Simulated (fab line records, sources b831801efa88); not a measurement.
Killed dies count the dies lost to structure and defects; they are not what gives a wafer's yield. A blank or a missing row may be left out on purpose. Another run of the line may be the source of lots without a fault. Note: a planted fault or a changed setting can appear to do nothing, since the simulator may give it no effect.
fab line records    flow sky130    part 1 of 2: steps 1 to 31 of 38
record lots=5  wafers=15  last_day=49
route steps=708 shown GATE_OXIDE@197 POLY_GATE@204 RES_PROTECT@206
lots that met no fault: taken from a fault-free run of the same line
start_h: hours from the record's opening day to when the first of the lot's shown wafers began    wait_h: time in hours since the lot's previous step    " repeats the value in the row above    L1.1+2: one row covering several wafers at once    - no value present, or no start provided    * or withheld: withheld    < > ~ a bound
route shown NAME@n: NAME is a module with steps in the file, n the number in the route of the first one    usual: the fault-free wafers' mean and standard deviation    same: alike in all rows    chamber/n: place in a boat    sites: per-site readings    _std_site: standard deviation of those values    _edge_site: the outer-site mean with the inner-site mean subtracted    radius_mm: for every site, how far away it sits from the centre of the wafer    mask NAME#n: copy n    behind: tool/chamber where the wafer was last shaped    hold: why the lot was held/for how many hours/how that ended    device: the transistor (n, p or np) that didn't switch    end of line: tests of these same wafers at the route's end    where a step has no rows: the recipe by itself    killed: dies lost to structure and defects at the first sort, not the wafer's yield    map: a wafer's dies, x killed, . not, _ none there
set.NAME: setting as actually run; set.NAME@STEP: the setting as run at that earlier step    model.NAME: the simulator's own value behind a step, which no gauge read
a table for each step, a row for each wafer; lots at some steps of the route
services: from which hour (start_h, from the record's first day; less than 0 if before it) a tool's chamber was out of use, for how many hours, and why
## steps
# step SKY_GATE_OXIDE_OVL_MEAS_10
# usual GATE_OXIDE_OVL=0.7/1.3
lot.wafer  tool        chamber  start_h  wait_h  GATE_OXIDE_OVL[nm]
L074.1     overlay-01  -        304.86   0.1     -0.7
L074.3     "           -        "        "       -1.7
L074.4     "           -        "        "       -0.1
L077.1     overlay-02  -        341.16   0.1     -0.1
L077.4     "           -        "        "       1.1
L077.5     "           -        "        "       1.1
L078.1     overlay-02  -        341.46   0.1     -2.4
L078.4     "           -        "        "       -0.4
L078.6     "           -        "        "       0.7
L086.2     overlay-01  -        410.32   0.1     0.2
L086.3     "           -        "        "       1.3
L086.6     "           -        "        "       2.7
L091.2     overlay-02  -        449.80   0.1     1.1
L091.4     "           -        "        "       0.9
L091.5     "           -        "        "       1.1
# step SKY_GATE_OXIDE_IMPLANT_11
# recipe species=B  energy_kev=10  dose_cm2=2.6e+12  tilt_deg=withheld
lot.wafer   tool          chamber  start_h  wait_h
L074.1+3+4  implanter-01  0        304.90   0.0
L077.1+4+5  implanter-01  0        341.20   0.0
L078.1+4+6  implanter-04  0        341.50   0.0
L086.2+3+6  implanter-02  0        410.37   0.0
L091.2+4+5  implanter-04  0        449.86   0.0
# step SKY_GATE_OXIDE_WET_ETCH_12
# recipe chemistry=dHF  target_depth_nm=16.8  dry=n2_spin  target=SiO2  dilution=100:1  temp_c=25  time_s=336
lot.wafer   tool          chamber  start_h  wait_h
L074.1+3+4  wet_bench-04  0        305.05   0.1
L077.1+4+5  wet_bench-04  3        341.35   0.1
L078.1+4+6  wet_bench-03  3        341.65   0.1
L086.2+3+6  wet_bench-04  3        410.50   0.1
L091.2+4+5  wet_bench-04  1        449.98   0.1
# step SKY_GATE_OXIDE_STRIP_13
# recipe chemistry=O2/N2  power_w=1400  pressure_mtorr=1500  platen_temp_c=withheld  o2_flow_sccm=3000  n2_flow_sccm=300  overash_fraction=0.5
# usual drypump_motor_current_A=5.64/0.23  oes_product_au=0.716/0.0047  strip_time_to_endpoint_s=14.21/0.038
# same overash_fraction=0.5
lot.wafer  tool             chamber  start_h  wait_h  drypump_motor_current_A  oes_product_au  rf_hours_counter_h  strip_time_to_endpoint_s
L074.1     plasma_asher-02  0        305.18   0.0     5.43                     0.715           19                  14.28
L074.3     "                1        "        "       5.55                     0.712           -                   14.26
L074.4     "                0        "        "       5.44                     0.711           -                   14.27
L077.1     plasma_asher-03  1        341.55   0.0     5.88                     0.712           50                  14.18
L077.4     "                1        "        "       5.87                     0.721           -                   14.20
L077.5     "                0        "        "       5.94                     0.710           -                   14.18
L078.1     plasma_asher-02  1        341.75   0.0     5.58                     0.713           22                  14.23
L078.4     "                0        "        "       5.41                     0.712           -                   14.16
L078.6     "                1        "        "       5.56                     0.710           -                   14.18
L086.2     plasma_asher-02  1        410.62   0.0     5.56                     0.719           29                  14.20
L086.3     "                0        "        "       5.42                     0.709           -                   14.23
L086.6     "                0        "        "       5.42                     0.717           -                   14.17
L091.2     plasma_asher-03  1        450.08   0.0     5.86                     0.720           61                  14.22
L091.4     "                1        "        "       5.90                     0.722           -                   14.22
L091.5     "                1        "        "       5.91                     0.716           -                   14.24
# step SKY_GATE_OXIDE_TW_MEAS_14
# usual GATE_OXIDE_TW=223.6/1.3
lot.wafer  tool           chamber  start_h  wait_h  GATE_OXIDE_TW
L074.1     film_metro-03  -        305.28   0.1     224.3
L074.3     "              -        "        "       225.4
L074.4     "              -        "        "       225.4
L077.1     film_metro-04  -        341.65   0.1     223.3
L077.4     "              -        "        "       224.7
L077.5     "              -        "        "       224.1
L078.1     film_metro-01  -        341.85   0.1     225.0
L078.4     "              -        "        "       223.6
L078.6     "              -        "        "       224.9
L086.2     film_metro-04  -        410.73   0.1     222.6
L086.3     "              -        "        "       224.3
L086.6     "              -        "        "       222.8
L091.2     film_metro-04  -        450.19   0.1     223.6
L091.4     "              -        "        "       223.1
L091.5     "              -        "        "       223.2
# step SKY_GATE_OXIDE_CLEAN_15
# recipe chemistry=SC1/SC2  mix=1:4:20  temp_c=70  time_s=150  dry=n2_spin
lot.wafer   tool          chamber  start_h  wait_h
L074.1+3+4  wet_bench-02  3        305.34   0.1
L077.1+4+5  wet_bench-02  3        341.71   0.1
L078.1+4+6  wet_bench-03  0        341.91   0.1
L086.2+3+6  wet_bench-03  1        410.78   0.0
L091.2+4+5  wet_bench-03  0        450.24   0.0
# step SKY_GATE_OXIDE_OXIDATION_16
# recipe temp_c=800  ambient=O2  idle_temp_c=700  ramp_up_c_per_min=10  ramp_down_c_per_min=3  stabilise_s=600  purge_s=300  target_thk_a=35.7  ox_time_s=1915
# usual spike_tc_centre_C=801.3/1.2  spike_tc_upper_C=799.6/0.98
lot.wafer  tool        chamber  start_h  wait_h  spike_tc_centre_C  spike_tc_upper_C
L074.1     furnace-02  0        313.66   8.3     800.5              798.5
L074.3     "           0        "        "       801.0              800.9
L074.4     "           0        "        "       800.7              798.0
L077.1     furnace-01  0        342.10   0.3     801.6              799.2
L077.4     "           0        "        "       802.7              799.0
L077.5     "           0        "        "       802.3              799.6
L078.1     furnace-01  0        342.10   0.1     802.3              799.8
L078.4     "           0        "        "       801.2              800.3
L078.6     "           0        "        "       803.1              800.0
L086.2     furnace-02  0        411.80   1.0     801.2              800.9
L086.3     "           0        "        "       800.2              799.6
L086.6     "           0        "        "       799.5              800.4
L091.2     furnace-02  0        451.17   0.9     799.0              799.3
L091.4     "           0        "        "       799.8              800.4
L091.5     "           0        "        "       801.1              798.9
# step SKY_POLY_GATE_CVD_00
# recipe material=poly-Si  target_thk_nm=180  temp_c=620  time_s=720  pressure_mtorr=200
# usual spike_tc_centre_C=621.4/1  spike_tc_upper_C=620.5/1
lot.wafer  tool      chamber  start_h  wait_h  spike_tc_centre_C  spike_tc_upper_C
L074.1     lpcvd-01  0        315.19   0.0     621.2              621.0
L074.3     "         0        "        "       622.2              619.3
L074.4     "         0        "        "       622.5              622.2
L077.1     lpcvd-01  1        343.63   0.0     620.0              621.2
L077.4     "         1        "        "       623.4              621.0
L077.5     "         1        "        "       621.6              620.6
L078.1     lpcvd-01  0        343.63   0.0     621.9              618.7
L078.4     "         0        "        "       619.5              622.0
L078.6     "         0        "        "       622.1              621.8
L086.2     lpcvd-01  0        413.33   0.0     621.6              620.5
L086.3     "         0        "        "       621.9              620.4
L086.6     "         0        "        "       620.7              621.4
L091.2     lpcvd-01  0        452.71   0.0     622.8              620.5
L091.4     "         0        "        "       620.1              620.2
L091.5     "         0        "        "       622.3              618.6
# step SKY_POLY_GATE_THK_MEAS_01
# recipe reads=poly-Si_of_POLY_GATE_CVD_00
# usual POLY_GATE_CVD_00_THK=180.6/1.7
lot.wafer  tool           chamber  start_h  wait_h  POLY_GATE_CVD_00_THK[nm]
L074.1     film_metro-03  -        316.39   0.0     179.9
L074.3     "              -        "        "       178.5
L074.4     "              -        "        "       180.5
L077.1     film_metro-02  -        344.83   0.0     179.5
L077.4     "              -        "        "       180.4
L077.5     "              -        "        "       180.6
L078.1     film_metro-03  -        344.83   0.0     179.0
L078.4     "              -        "        "       179.8
L078.6     "              -        "        "       179.3
L086.2     film_metro-02  -        414.57   0.0     183.7
L086.3     "              -        "        "       183.2
L086.6     "              -        "        "       182.8
L091.2     film_metro-03  -        453.92   0.0     181.4
L091.4     "              -        "        "       183.1
L091.5     "              -        "        "       183.0
# step SKY_RES_PROTECT_DEHYDRATE_00
# recipe temp_c=200  time_s=60
lot.wafer   tool            chamber  start_h  wait_h
L074.1+3+4  litho_track-01  0        327.75   11.3
L077.1+4+5  litho_track-02  0        357.61   12.8
L078.1+4+6  litho_track-01  0        357.75   12.9
L086.2+3+6  litho_track-02  0        429.14   14.6
L091.2+4+5  litho_track-01  0        469.07   15.1
# step SKY_RES_PROTECT_HMDS_01
# recipe prime_time_s=60  prime_temp_c=120
lot.wafer   tool            chamber  start_h  wait_h
L074.1+3+4  litho_track-01  0        327.90   0.1
L077.1+4+5  litho_track-02  0        357.76   0.1
L078.1+4+6  litho_track-01  0        357.90   0.1
L086.2+3+6  litho_track-02  0        429.29   0.1
L091.2+4+5  litho_track-01  0        469.22   0.1
# step SKY_RES_PROTECT_COAT_02
# recipe resist=NOVOLAK  spin_rpm=3000  resist_thk_nm=1140
# usual spin_speed_rpm=3000.4/2.1
lot.wafer  tool            chamber  start_h  wait_h  spin_speed_rpm
L074.1     litho_track-01  0        328.05   0.1     3003.5
L074.3     "               0        "        "       3004.8
L074.4     "               0        "        "       3004.7
L077.1     litho_track-02  0        357.91   0.1     2999.2
L077.4     "               0        "        "       3000.6
L077.5     "               0        "        "       2998.8
L078.1     litho_track-01  0        358.05   0.1     2999.1
L078.4     "               0        "        "       3001.4
L078.6     "               0        "        "       3000.9
L086.2     litho_track-02  0        429.44   0.1     3002.2
L086.3     "               0        "        "       3002.3
L086.6     "               0        "        "       3002.5
L091.2     litho_track-01  0        469.37   0.1     2997.1
L091.4     "               0        "        "       2997.0
L091.5     "               0        "        "       2998.8
# step SKY_RES_PROTECT_SOFTBAKE_03
# recipe temp_c=90  time_s=60  resist=NOVOLAK
lot.wafer   tool            chamber  start_h  wait_h
L074.1+3+4  litho_track-01  0        328.20   0.1
L077.1+4+5  litho_track-02  0        358.06   0.1
L078.1+4+6  litho_track-01  0        358.20   0.1
L086.2+3+6  litho_track-02  0        429.59   0.1
L091.2+4+5  litho_track-01  0        469.52   0.1
# step SKY_RES_PROTECT_EXPOSE_04
# recipe mask_id=RPM  na=0.6  source_shape=conventional  sigma_outer=0.6  polarization=unpolarized  target_cd_nm=1270  dose_mj=131
# usual focus_offset_nm=0.0/0.5
lot.wafer  tool              chamber  start_h  wait_h  mask   focus_offset_nm
L074.1     iline_stepper-01  0        -        -       RPM#0  0.4
L074.3     "                 0        "        "       RPM#0  -0.3
L074.4     "                 0        "        "       RPM#0  -0.4
L077.1     iline_stepper-02  0        -        -       RPM#0  -0.3
L077.4     "                 0        "        "       RPM#0  0.9
L077.5     "                 0        "        "       RPM#0  -0.1
L078.1     iline_stepper-01  0        -        -       RPM#0  0.4
L078.4     "                 0        "        "       RPM#0  0.7
L078.6     "                 0        "        "       RPM#0  0.2
L086.2     iline_stepper-02  0        -        -       RPM#0  -0.3
L086.3     "                 0        "        "       RPM#0  -0.3
L086.6     "                 0        "        "       RPM#0  0.1
L091.2     iline_stepper-01  0        -        -       RPM#0  -1.1
L091.4     "                 0        "        "       RPM#0  -0.3
L091.5     "                 0        "        "       RPM#0  -0.8
# step SKY_RES_PROTECT_PEB_05
# recipe temp_c=withheld  time_s=*  resist=NOVOLAK
lot.wafer   tool            chamber  start_h  wait_h
L074.1+3+4  litho_track-02  0        -        -
L077.1+4+5  litho_track-03  0        -        -
L078.1+4+6  litho_track-02  0        -        -
L086.2+3+6  litho_track-02  0        -        -
L091.2+4+5  litho_track-02  0        -        -
# step SKY_RES_PROTECT_DEVELOP_06
# recipe resist=NOVOLAK  developer=TMAH  develop_time_s=60  dev_temp_c=23
lot.wafer   tool            chamber  start_h  wait_h
L074.1+3+4  litho_track-02  0        342.21   0.1
L077.1+4+5  litho_track-03  0        372.28   0.1
L078.1+4+6  litho_track-02  0        372.51   0.1
L086.2+3+6  litho_track-02  0        444.34   0.1
L091.2+4+5  litho_track-02  0        484.19   0.1
# step SKY_POLY_GATE_IMPLANT_02
# recipe species=P  energy_kev=30  dose_cm2=7.7e+15  tilt_deg=0
lot.wafer   tool          chamber  start_h  wait_h
L074.1+3+4  implanter-02  0        342.36   0.1
L077.1+4+5  implanter-04  0        372.43   0.1
L078.1+4+6  implanter-03  0        372.66   0.1
L086.2+3+6  implanter-04  0        444.49   0.1
L091.2+4+5  implanter-03  0        484.34   0.1
# step SKY_RES_PROTECT_STRIP_07
# recipe chemistry=O2/N2  power_w=1400  pressure_mtorr=1500  platen_temp_c=withheld  o2_flow_sccm=3000  n2_flow_sccm=300  overash_fraction=0.5
# usual drypump_motor_current_A=5.71/0.28  oes_product_au=0.518/0.0041  strip_time_to_endpoint_s=23.31/0.047
# same overash_fraction=0.5
lot.wafer  tool             chamber  start_h  wait_h  drypump_motor_current_A  oes_product_au  rf_hours_counter_h  strip_time_to_endpoint_s
L074.1     plasma_asher-03  0        342.51   0.1     5.98                     0.516           50                  23.35
L074.3     "                1        "        "       5.91                     0.516           -                   23.36
L074.4     "                0        "        "       5.99                     0.519           -                   23.37
L077.1     plasma_asher-03  0        372.58   0.1     5.97                     0.522           53                  23.36
L077.4     "                1        "        "       5.86                     0.518           -                   23.34
L077.5     "                1        "        "       5.91                     0.512           -                   23.37
L078.1     plasma_asher-04  1        372.81   0.1     5.24                     0.513           67                  23.32
L078.4     "                0        "        "       5.70                     0.515           -                   23.28
L078.6     "                0        "        "       5.70                     0.519           -                   23.34
L086.2     plasma_asher-03  0        444.61   0.1     5.99                     0.524           61                  23.33
L086.3     "                1        "        "       5.92                     0.516           -                   23.36
L086.6     "                1        "        "       5.89                     0.524           -                   23.36
L091.2     plasma_asher-03  1        484.46   0.1     5.92                     0.527           65                  23.32
L091.4     "                1        "        "       5.89                     0.524           -                   23.33
L091.5     "                1        "        "       5.91                     0.517           -                   23.26
# step SKY_RES_PROTECT_TW_MEAS_08
# usual POLY_GATE_TW=4035/31
lot.wafer  tool           chamber  start_h  wait_h  POLY_GATE_TW
L074.1     film_metro-04  -        342.61   0.1     4037
L074.3     "              -        "        "       4033
L074.4     "              -        "        "       3998
L077.1     film_metro-02  -        372.68   0.1     4040
L077.4     "              -        "        "       4016
L077.5     "              -        "        "       4036
L078.1     film_metro-02  -        372.91   0.1     4026
L078.4     "              -        "        "       4019
L078.6     "              -        "        "       4043
L086.2     film_metro-01  -        444.72   0.1     4017
L086.3     "              -        "        "       4013
L086.6     "              -        "        "       4016
L091.2     film_metro-02  -        484.57   0.1     4077
L091.4     "              -        "        "       4090
L091.5     "              -        "        "       4088
# step SKY_RES_PROTECT_CLEAN_09
# recipe chemistry=SC1/SC2  mix=1:4:20  temp_c=70  time_s=150  dry=n2_spin
lot.wafer   tool          chamber  start_h  wait_h
L074.1+3+4  wet_bench-01  3        342.67   0.1
L077.1+4+5  wet_bench-04  2        372.74   0.1
L078.1+4+6  wet_bench-01  3        372.97   0.1
L086.2+3+6  wet_bench-02  3        444.77   0.0
L091.2+4+5  wet_bench-02  0        484.62   0.0
# step SKY_POLY_GATE_CVD_03
# recipe material=Si3N4  precursor=DCS/NH3  target_thk_nm=75  temp_c=770  time_s=1290  pressure_mtorr=250
# usual spike_tc_centre_C=770.1/0.95  spike_tc_upper_C=769.7/1
lot.wafer  tool      chamber  start_h  wait_h  spike_tc_centre_C  spike_tc_upper_C
L074.1     lpcvd-02  1        343.48   0.8     770.2              770.6
L074.3     "         1        "        "       769.4              768.6
L074.4     "         1        "        "       770.1              769.3
L077.1     lpcvd-02  1        373.71   0.9     770.0              770.0
L077.4     "         1        "        "       770.5              770.8
L077.5     "         1        "        "       769.5              769.8
L078.1     lpcvd-02  1        373.71   0.7     770.8              770.9
L078.4     "         1        "        "       768.4              770.2
L078.6     "         1        "        "       772.3              770.6
L086.2     lpcvd-02  1        446.03   1.2     770.2              769.7
L086.3     "         1        "        "       769.9              769.4
L086.6     "         1        "        "       769.0              768.5
L091.2     lpcvd-02  0        484.67   0.0     771.1              769.4
L091.4     "         0        "        "       770.4              768.0
L091.5     "         0        "        "       772.1              769.7
# step SKY_POLY_GATE_THK_MEAS_04
# recipe reads=Si3N4_of_POLY_GATE_CVD_03
# usual POLY_GATE_CVD_03_THK=74.7/0.56
lot.wafer  tool           chamber  start_h  wait_h  POLY_GATE_CVD_03_THK[nm]
L074.1     film_metro-04  -        344.84   0.0     74.6
L074.3     "              -        "        "       74.7
L074.4     "              -        "        "       75.0
L077.1     film_metro-02  -        375.07   0.0     75.6
L077.4     "              -        "        "       75.3
L077.5     "              -        "        "       75.7
L078.1     film_metro-04  -        375.07   0.0     75.9
L078.4     "              -        "        "       75.5
L078.6     "              -        "        "       75.6
L086.2     film_metro-02  -        447.40   0.0     74.2
L086.3     "              -        "        "       74.2
L086.6     "              -        "        "       74.6
L091.2     film_metro-04  -        486.04   0.0     75.4
L091.4     "              -        "        "       75.1
L091.5     "              -        "        "       75.1
# step SKY_POLY_GATE_DEHYDRATE_05
# recipe temp_c=200  time_s=60
lot.wafer   tool            chamber  start_h  wait_h
L074.1+3+4  litho_track-04  0        357.76   12.9
L077.1+4+5  litho_track-02  0        388.26   13.2
L078.1+4+6  litho_track-04  0        388.61   13.5
L086.2+3+6  litho_track-02  0        462.34   14.9
L091.2+4+5  litho_track-04  0        501.23   15.2
# step SKY_POLY_GATE_HMDS_06
# recipe prime_time_s=60  prime_temp_c=120
lot.wafer   tool            chamber  start_h  wait_h
L074.1+3+4  litho_track-04  0        357.91   0.1
L077.1+4+5  litho_track-02  0        388.41   0.1
L078.1+4+6  litho_track-04  0        388.76   0.1
L086.2+3+6  litho_track-02  0        462.49   0.1
L091.2+4+5  litho_track-04  0        501.38   0.1
# step SKY_POLY_GATE_COAT_07
# recipe resist=BARC  temp_c=withheld  time_s=withheld  spin_rpm=3000  resist_thk_nm=110
# usual spin_speed_rpm=2999.6/2
lot.wafer  tool            chamber  start_h  wait_h  spin_speed_rpm
L074.1     litho_track-04  0        358.06   0.1     3000.7
L074.3     "               0        "        "       3000.1
L074.4     "               0        "        "       2999.9
L077.1     litho_track-02  0        388.56   0.1     2999.1
L077.4     "               0        "        "       2997.9
L077.5     "               0        "        "       2998.5
L078.1     litho_track-04  0        388.91   0.1     3000.1
L078.4     "               0        "        "       2999.8
L078.6     "               0        "        "       2996.7
L086.2     litho_track-02  0        462.64   0.1     2999.8
L086.3     "               0        "        "       3000.1
L086.6     "               0        "        "       3004.4
L091.2     litho_track-04  0        501.53   0.1     2995.3
L091.4     "               0        "        "       2997.9
L091.5     "               0        "        "       2999.0
# step SKY_POLY_GATE_COAT_08
# recipe resist=KrF-thick  spin_rpm=3000  resist_thk_nm=450
# usual spin_speed_rpm=3000.6/2.1
lot.wafer  tool            chamber  start_h  wait_h  spin_speed_rpm
L074.1     litho_track-04  0        -        -       3001.2
L074.3     "               0        "        "       3002.5
L074.4     "               0        "        "       2998.7
L077.1     litho_track-02  0        -        -       3002.0
L077.4     "               0        "        "       2999.6
L077.5     "               0        "        "       2999.8
L078.1     litho_track-04  0        -        -       2997.7
L078.4     "               0        "        "       3002.1
L078.6     "               0        "        "       3001.2
L086.2     litho_track-02  0        -        -       3001.0
L086.3     "               0        "        "       3001.3
L086.6     "               0        "        "       3000.2
L091.2     litho_track-04  0        -        -       3001.1
L091.4     "               0        "        "       2999.5
L091.5     "               0        "        "       2999.4
# step SKY_POLY_GATE_SOFTBAKE_09
# recipe temp_c=100  time_s=90  resist=KrF-thick
lot.wafer   tool            chamber  start_h  wait_h
L074.1+3+4  litho_track-04  0        -        -
L077.1+4+5  litho_track-02  0        -        -
L078.1+4+6  litho_track-04  0        -        -
L086.2+3+6  litho_track-02  0        -        -
L091.2+4+5  litho_track-04  0        -        -
# step SKY_POLY_GATE_EXPOSE_10
# recipe mask_id=P1M  na=0.68  source_shape=conventional  sigma_outer=0.6  target_cd_nm=150  dose_mj=28
# usual focus_offset_nm=0.0/0.57
lot.wafer  tool            chamber  start_h  wait_h  mask   focus_offset_nm
L074.1     krf_scanner-01  0        -        -       P1M#0  0.5
L074.3     "               0        "        "       P1M#0  0.2
L074.4     "               0        "        "       P1M#0  0.5
L077.1     krf_scanner-01  0        -        -       P1M#0  0.8
L077.4     "               0        "        "       P1M#0  -0.6
L077.5     "               0        "        "       P1M#0  0.4
L078.1     krf_scanner-02  0        -        -       P1M#0  0.5
L078.4     "               0        "        "       P1M#0  0.8
L078.6     "               0        "        "       P1M#0  -0.6
L086.2     krf_scanner-02  0        -        -       P1M#0  0.9
L086.3     "               0        "        "       P1M#0  0.9
L086.6     "               0        "        "       P1M#0  -0.1
L091.2     krf_scanner-02  0        -        -       P1M#0  -0.2
L091.4     "               0        "        "       P1M#0  -1.0
L091.5     "               0        "        "       P1M#0  -0.2
# step SKY_POLY_GATE_PEB_11
# recipe peb_temp_c=withheld  peb_time_s=withheld  resist=KrF-thick
lot.wafer   tool            chamber  start_h  wait_h
L074.1+3+4  litho_track-03  0        -        -
L077.1+4+5  litho_track-03  0        -        -
L078.1+4+6  litho_track-03  0        -        -
L086.2+3+6  litho_track-02  0        -        -
L091.2+4+5  litho_track-04  0        -        -
# step SKY_POLY_GATE_DEVELOP_12
# recipe develop_time_s=60  resist=KrF-thick  dev_temp_c=21
lot.wafer   tool            chamber  start_h  wait_h
L074.1+3+4  litho_track-03  0        -        -
L077.1+4+5  litho_track-03  0        -        -
L078.1+4+6  litho_track-03  0        -        -
L086.2+3+6  litho_track-02  0        -        -
L091.2+4+5  litho_track-04  0        -        -
# step SKY_POLY_GATE_CD_MEAS_13
# recipe target_cd_nm=150
# usual cd_nm=150.4/1.7
lot.wafer  tool       chamber  start_h  wait_h  cd_nm
L074.1     cd_sem-02  -        372.78   -       148.7
L074.3     "          -        "        "       149.6
L074.4     "          -        "        "       150.2
L077.1     cd_sem-02  -        404.33   -       148.3
L077.4     "          -        "        "       147.4
L077.5     "          -        "        "       147.8
L078.1     cd_sem-01  -        404.68   -       155.1
L078.4     "          -        "        "       154.1
L078.6     "          -        "        "       154.2
L086.2     cd_sem-01  -        478.03   -       150.1
L086.3     "          -        "        "       150.3
L086.6     "          -        "        "       149.0
L091.2     cd_sem-02  -        516.68   -       149.6
L091.4     "          -        "        "       149.1
L091.5     "          -        "        "       149.3
